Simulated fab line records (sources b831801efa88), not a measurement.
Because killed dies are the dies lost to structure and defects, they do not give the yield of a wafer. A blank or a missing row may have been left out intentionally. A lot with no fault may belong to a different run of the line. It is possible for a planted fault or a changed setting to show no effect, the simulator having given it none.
fab line records ; flow sfqLine
record lots=6; wafers=18; lastDay=81
route steps=325 shown JJ@194 M5@198
lots untouched by any fault: they come from a run of this same line in which no faults occurred
startH: the number of hours between the record's first day and the start of the first shown wafer of the lot ; waitH: hours elapsed since this lot's preceding step ; " identical to the entry in the row above ; L1.1+2: a single row standing in for several wafers ; - either no value or no given start ; * or withheld: withheld ; < > ~ a bound
route shown NAME@n: names a module that has steps shown in the file, with the first one's number in the route ; usual: mean/standard deviation of fault-free wafers ; same: alike in all rows ; chamber/n: place in a boat ; sites: per-site readings ; _std_site: how widely they spread, as a standard deviation ; _edge_site: the outer-site mean with the inner-site mean subtracted ; radiusMm: for every site, how far away it sits from the centre of the wafer ; mask NAME#n: copy n ; behind: the most recent tool/chamber to have shaped the wafer ; hold: what put the lot on hold/how long, in hours/how the hold closed ; device: whichever transistor did not switch (one of n, p or np) ; end of line: the route-end tests of the same wafers ; where a step has no rows: the recipe by itself ; killed: count of dies lost to structure and defects at first sort (not the wafer's yield) ; map: a wafer's dies, x killed, . not, _ none there
set.NAME: setting as actually run; set.NAME@STEP: the setting as run at that earlier step ; model.NAME: the simulator's own value behind a step, which no gauge read
lots at some steps of the route; a table a step, a row a wafer
services: from which hour (startH, from the record's first day; less than 0 if before it) a tool's chamber was out of use, for how many hours, and why
## steps
# step SFQ_TRILAYER_JJ_CE_ETCH_RIE_118
# recipe target=Nb; stopOn=Al2O3; maskMaterial=PR; taperDeg=13.257; overEtchFrac=0.15; timeS=97.7; chemistry=SF6; targetDepthNm=170; icpW=600; biasW=80; pressureMtorr=10
# usual chamberPressureMTorr=9.999/0.0096; drypumpMotorCurrentA=6.04/0.28; oesProductAu=0.989/0.0076
lot.wafer;tool;chamber;startH;waitH;chamberPressureMTorr;drypumpMotorCurrentA;oesProductAu;rfHoursCounterH
L892.1;rieMetal-03;1;1062.16;0.1;9.995;6.34;0.967;116
L892.2;rieMetal-03;0;1062.16;0.1;9.997;5.74;0.991;129
L892.3;rieMetal-03;1;1062.16;0.1;9.993;6.34;0.980;-
L895.3;rieMetal-01;0;1178.09;0.1;10.003;5.69;0.993;-
L895.5;rieMetal-01;0;1178.09;0.1;10.005;5.69;0.993;-
L895.6;rieMetal-01;1;1178.09;0.1;10.000;5.83;0.998;-
L901.2;rieMetal-03;1;1310.66;0.1;10.009;6.34;0.988;11
L901.4;rieMetal-03;0;1310.66;0.1;9.999;5.72;0.992;-
L901.6;rieMetal-03;1;1310.66;0.1;9.993;6.32;0.986;-
L903.3;rieMetal-03;0;1319.85;0.1;10.021;5.75;0.990;-
L903.5;rieMetal-03;0;1319.85;0.1;9.997;5.71;0.979;-
L903.6;rieMetal-03;1;1319.85;0.1;9.996;6.33;0.997;-
L910.3;rieMetal-02;1;1476.82;0.1;10.001;6.22;0.990;-
L910.5;rieMetal-02;0;1476.82;0.1;10.002;6.40;0.992;-
L910.6;rieMetal-02;1;1476.82;0.1;10.009;6.22;0.992;-
L914.1;rieMetal-02;0;1547.58;0.1;10.007;6.34;0.991;111
L914.2;rieMetal-02;1;1547.58;0.1;9.997;6.23;0.974;38
L914.4;rieMetal-02;1;1547.58;0.1;10.013;6.25;0.986;-
# step SFQ_TRILAYER_JJ_ANODIZE_ANODIZE_119
# recipe currentDensityMaCm2=withheld; endCurrentDensityMaCm2=withheld; bathTempC=withheld
# step SFQ_TRILAYER_JJ_CE_STRIP_STRIP_120
# recipe gas=O2; powerW=200; platenTempC=40; overashFraction=0.65; chemistry=O2; pressureMtorr=50
# usual chamberPressureMTorr=50.01/0.045; drypumpMotorCurrentA=6.13/0.27; oesProductAu=0.998/0.01
lot.wafer;tool;chamber;startH;waitH;chamberPressureMTorr;drypumpMotorCurrentA;oesProductAu;rfHoursCounterH
L892.1;rieMetal-01;1;1062.77;0.0;50.00;5.84;0.997;140
L892.2;rieMetal-01;0;1062.77;0.0;49.95;5.70;1.004;4
L892.3;rieMetal-01;1;1062.77;0.0;49.96;5.83;0.986;-
L895.3;rieMetal-02;0;1178.86;0.2;50.04;6.36;0.987;-
L895.5;rieMetal-02;1;1178.86;0.2;50.03;6.22;0.980;-
L895.6;rieMetal-02;0;1178.86;0.2;50.00;6.38;0.977;-
L901.2;rieMetal-02;1;1311.27;0.0;49.96;6.25;0.997;7
L901.4;rieMetal-02;1;1311.27;0.0;49.98;6.24;0.991;-
L901.6;rieMetal-02;1;1311.27;0.0;49.98;6.26;0.997;-
L903.3;rieMetal-03;1;1320.62;0.2;49.94;6.32;1.002;-
L903.5;rieMetal-03;1;1320.62;0.2;50.06;6.33;1.007;-
L903.6;rieMetal-03;0;1320.62;0.2;50.00;5.75;1.013;-
L910.3;rieMetal-03;0;1477.59;0.2;49.98;5.75;1.005;-
L910.5;rieMetal-03;1;1477.59;0.2;50.02;6.33;1.004;-
L910.6;rieMetal-03;0;1477.59;0.2;50.04;5.74;1.010;-
L914.1;rieMetal-03;1;1548.19;0.0;50.07;6.32;1.008;42
L914.2;rieMetal-03;0;1548.19;0.0;49.99;5.74;1.009;56
L914.4;rieMetal-03;0;1548.19;0.0;50.01;5.76;1.035;-
# step SFQ_TRILAYER_JJ_CE_STRIP_SOLV_CLEAN_121
# recipe chemistry=NMP; tempC=70; timeS=600
# step SFQ_TRILAYER_M5_LITHO_COAT_128
# recipe resist=BARC; spinRpm=3000; resistThkNm=62
# step SFQ_TRILAYER_M5_LITHO_COAT_123
# recipe resist=KrF; spinRpm=3000; resistThkNm=600
# step SFQ_TRILAYER_M5_LITHO_SOFTBAKE_127
# recipe tempC=withheld; timeS=withheld; resist=KrF
# step SFQ_TRILAYER_M5_LITHO_EXPOSE_124
# recipe maskId=M5; na=0.6; sourceShape=conventional; sigmaOuter=0.65; targetCdNm=700; doseMj=14.4
# step SFQ_TRILAYER_M5_LITHO_PEB_126
# recipe pebTempC=115; pebTimeS=60; resist=KrF
# step SFQ_TRILAYER_M5_LITHO_DEVELOP_125
# recipe timeS=60; resist=KrF
# step SFQ_M5_OVL_MEAS_932
# usual M5_OVL=0/5.9
lot.wafer;tool;chamber;startH;waitH;M5_OVL[nm]
L892.1;overlay-02;-;1167.22;0.1;4
L892.2;overlay-02;-;1167.22;0.1;-2
L892.3;overlay-02;-;1167.22;0.1;3
L895.3;overlay-01;-;1193.74;0.1;6
L895.5;overlay-01;-;1193.74;0.1;-2
L895.6;overlay-01;-;1193.74;0.1;4
L901.2;overlay-02;-;1317.59;0.1;2
L901.4;overlay-02;-;1317.59;0.1;4
L901.6;overlay-02;-;1317.59;0.1;-1
L903.3;overlay-02;-;1342.92;0.1;5
L903.5;overlay-02;-;1342.92;0.1;-2
L903.6;overlay-02;-;1342.92;0.1;-1
L910.3;overlay-02;-;1509.57;0.1;-7
L910.5;overlay-02;-;1509.57;0.1;-7
L910.6;overlay-02;-;1509.57;0.1;-4
L914.1;overlay-01;-;1644.46;0.1;6
L914.2;overlay-01;-;1644.46;0.1;9
L914.4;overlay-01;-;1644.46;0.1;6
# step SFQ_TRILAYER_M5_BARC_OPEN_METAL_ETCH_161
# recipe maskMaterial=PR; chemistry=O2; targetDepthNm=125; target=BARC; icpW=600; biasW=80; pressureMtorr=10; timeS=41.7
# usual chamberPressureMTorr=10.000/0.009; drypumpMotorCurrentA=5.8/0.31; oesProductAu=0.685/0.005; rfFwdPowerW=593.4/2.1
lot.wafer;tool;chamber;startH;waitH;chamberPressureMTorr;drypumpMotorCurrentA;oesProductAu;rfFwdPowerW;rfHoursCounterH
L892.1;rieMetal-01;0;1167.26;0.0;9.989;5.7;0.682;593.9;20
L892.2;rieMetal-01;1;1167.26;0.0;9.987;5.8;0.684;592.8;4
L892.3;rieMetal-01;1;1167.26;0.0;10.007;5.8;0.683;596.0;-
L895.3;rieMetal-04;1;1193.78;0.0;9.990;5.9;0.682;594.2;-
L895.5;rieMetal-04;1;1193.78;0.0;9.985;5.9;0.685;596.9;-
L895.6;rieMetal-04;0;1193.78;0.0;10.000;5.3;0.690;597.3;-
L901.2;rieMetal-01;0;1317.62;0.0;10.000;5.7;0.686;594.6;43
L901.4;rieMetal-01;0;1317.62;0.0;10.002;5.7;0.691;592.1;-
L901.6;rieMetal-01;0;1317.62;0.0;10.015;5.7;0.687;594.3;-
L903.3;rieMetal-01;0;1342.97;0.0;9.987;5.7;0.689;595.8;-
L903.5;rieMetal-01;1;1342.97;0.0;9.999;5.8;0.681;589.9;-
L903.6;rieMetal-01;0;1342.97;0.0;10.011;5.7;0.689;594.9;-
L910.3;rieMetal-02;1;1509.62;0.0;10.000;6.2;0.677;594.2;-
L910.5;rieMetal-02;0;1509.62;0.0;9.995;6.4;0.683;593.6;-
L910.6;rieMetal-02;1;1509.62;0.0;9.994;6.2;0.685;595.0;-
L914.1;rieMetal-02;1;1644.50;0.0;9.994;6.2;0.687;593.2;50
L914.2;rieMetal-02;0;1644.50;0.0;9.979;6.4;0.678;595.5;126
L914.4;rieMetal-02;0;1644.50;0.0;9.990;6.4;0.693;593.9;-
# step SFQ_TRILAYER_M5_ETCH_METAL_ETCH_126
# recipe target=Nb; stopOn=SiO2; maskMaterial=PR; overEtchFrac=0.15; timeS=203.2; chemistry=Cl2/BCl3; targetDepthNm=265; icpW=600; biasW=80; pressureMtorr=10
# usual chamberPressureMTorr=10.000/0.0088; drypumpMotorCurrentA=5.8/0.32; oesProductAu=0.728/0.0059; rfFwdPowerW=597.5/1.8
lot.wafer;tool;chamber;startH;waitH;chamberPressureMTorr;drypumpMotorCurrentA;oesProductAu;rfFwdPowerW;rfHoursCounterH;model.KrF_of_TRILAYER_M5_LITHO_COAT_123.thkNm
L892.1;rieMetal-01;0;1167.32;0.0;10.004;5.7;0.723;600.7;20;373.9
L892.2;rieMetal-01;1;1167.32;0.0;10.008;5.8;0.711;598.1;4;370.1
L892.3;rieMetal-01;1;1167.32;0.0;10.010;5.8;0.715;601.3;-;368.2
L895.3;rieMetal-04;1;1193.89;0.1;10.015;5.8;0.726;595.1;-;368.1
L895.5;rieMetal-04;1;1193.89;0.1;9.981;5.8;0.734;596.8;-;368.5
L895.6;rieMetal-04;0;1193.89;0.1;10.004;5.3;0.717;597.1;-;369.1
L901.2;rieMetal-01;0;1317.68;0.0;10.002;5.7;0.731;500.0;44;386.4
L901.4;rieMetal-01;0;1317.68;0.0;9.998;5.7;0.731;503.2;-;386.5
L901.6;rieMetal-01;0;1317.68;0.0;9.999;5.7;0.726;500.2;-;388.7
L903.3;rieMetal-01;0;1343.07;0.1;10.010;5.7;0.733;502.9;-;391.1
L903.5;rieMetal-01;1;1343.07;0.1;9.996;5.8;0.725;595.9;-;371.1
L903.6;rieMetal-01;0;1343.07;0.1;9.989;5.7;0.733;501.7;-;389.6
L910.3;rieMetal-02;1;1509.72;0.1;9.991;6.2;0.730;598.7;-;373.4
L910.5;rieMetal-02;0;1509.72;0.1;9.998;6.4;0.731;597.4;-;367.3
L910.6;rieMetal-02;1;1509.72;0.1;9.985;6.2;0.726;601.1;-;372.9
L914.1;rieMetal-02;1;1644.56;0.0;9.989;6.2;0.732;596.0;50;374.8
L914.2;rieMetal-02;0;1644.56;0.0;10.010;6.4;0.731;595.1;126;373.8
L914.4;rieMetal-02;0;1644.56;0.0;9.998;6.4;0.734;597.2;-;372.3
# step SFQ_TRILAYER_M5_STRIP_STRIP_127
# recipe gas=O2; powerW=200; platenTempC=40; overashFraction=0.65; chemistry=O2; pressureMtorr=50
# usual chamberPressureMTorr=50.00/0.046; drypumpMotorCurrentA=5.8/0.31; oesProductAu=1.004/0.0072
lot.wafer;tool;chamber;startH;waitH;chamberPressureMTorr;drypumpMotorCurrentA;oesProductAu;rfHoursCounterH
L892.1;rieMetal-01;0;1167.51;0.1;49.93;5.7;1.009;21
L892.2;rieMetal-01;1;1167.51;0.1;50.06;5.8;1.008;4
L892.3;rieMetal-01;1;1167.51;0.1;49.97;5.8;1.011;-
L895.3;rieMetal-04;1;1194.21;0.3;50.02;5.8;1.015;-
L895.5;rieMetal-04;1;1194.21;0.3;50.01;5.9;1.011;-
L895.6;rieMetal-04;0;1194.21;0.3;49.93;5.3;1.005;-
L901.2;rieMetal-01;0;1317.87;0.1;49.98;5.7;1.006;44
L901.4;rieMetal-01;0;1317.87;0.1;49.91;5.7;1.019;-
L901.6;rieMetal-01;0;1317.87;0.1;49.90;5.7;1.019;-
L903.3;rieMetal-01;0;1343.40;0.3;50.02;5.7;1.003;-
L903.5;rieMetal-01;1;1343.40;0.3;49.94;5.8;0.991;-
L903.6;rieMetal-01;0;1343.40;0.3;49.95;5.7;1.010;-
L910.3;rieMetal-02;1;1510.05;0.3;49.98;6.2;0.994;-
L910.5;rieMetal-02;0;1510.05;0.3;50.01;6.4;0.998;-
L910.6;rieMetal-02;1;1510.05;0.3;50.00;6.2;0.995;-
L914.1;rieMetal-02;1;1644.75;0.1;50.01;6.2;0.982;50
L914.2;rieMetal-02;0;1644.75;0.1;50.11;6.4;0.995;126
L914.4;rieMetal-02;0;1644.75;0.1;50.04;6.4;0.996;-
## services
tool;chamber;startH;hours;kind
rieMetal-04;0;1063.51;11.8;repair
rieMetal-01;1;1138.80;-;clean
rieMetal-01;1;1138.80;-;consumableReplace:focusRing
rieMetal-01;1;1138.80;13.8;scheduledDown
rieMetal-01;1;1138.80;13.8;ventCycle
rieMetal-03;0;1149.24;-;clean
rieMetal-01;0;1154.19;8.4;repair
rieMetal-02;-;1191.53;2.8;pm
rieMetal-02;-;1209.95;1.0;repair
rieMetal-02;1;1243.69;-;clean
rieMetal-02;1;1243.69;-;consumableReplace:focusRing
rieMetal-02;1;1243.69;12.7;scheduledDown
rieMetal-02;1;1243.69;12.7;ventCycle
rieMetal-04;0;1356.73;22.2;repair
rieMetal-01;-;1399.62;1.2;repair
rieMetal-03;-;1402.07;0.6;repair
rieMetal-03;-;1432.40;2.8;pm
rieMetal-01;1;1433.67;11.6;repair
rieMetal-01;1;1448.75;8.4;repair
rieMetal-04;0;1522.88;26.9;repair
rieMetal-04;-;1526.55;2.8;pm
rieMetal-03;-;1540.31;0.3;repair
rieMetal-02;1;1574.40;13.5;repair
rieMetal-01;-;1611.24;4.3;pm
## key
firstSign step=SFQ_TRILAYER_M5_ETCH_METAL_ETCH_126; reading=rfFwdPowerW; direction=down; sigmas=55; usual=597.5; struck=501.6
effect none on later readings
modelEffect step=SFQ_TRILAYER_M5_ETCH_METAL_ETCH_126; value=KrF_of_TRILAYER_M5_LITHO_COAT_123.thkNm; without=366.7; struck=388.5
metAt SFQ_TRILAYER_M5_ETCH_METAL_ETCH_126
struckWafers L901.2,L901.4,L901.6,L903.3,L903.6
onsetBetween 1167.32 1317.68
fault kind=processParameterDrift; tool=rieMetal-01; chamber=0; onsetH=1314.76; steps=SFQ_TRILAYER_M5_ETCH_METAL_ETCH_126; channel=icpW; offset=-96; shape=step; endH=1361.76; actsIn=theseRecipesOnly; stated=600
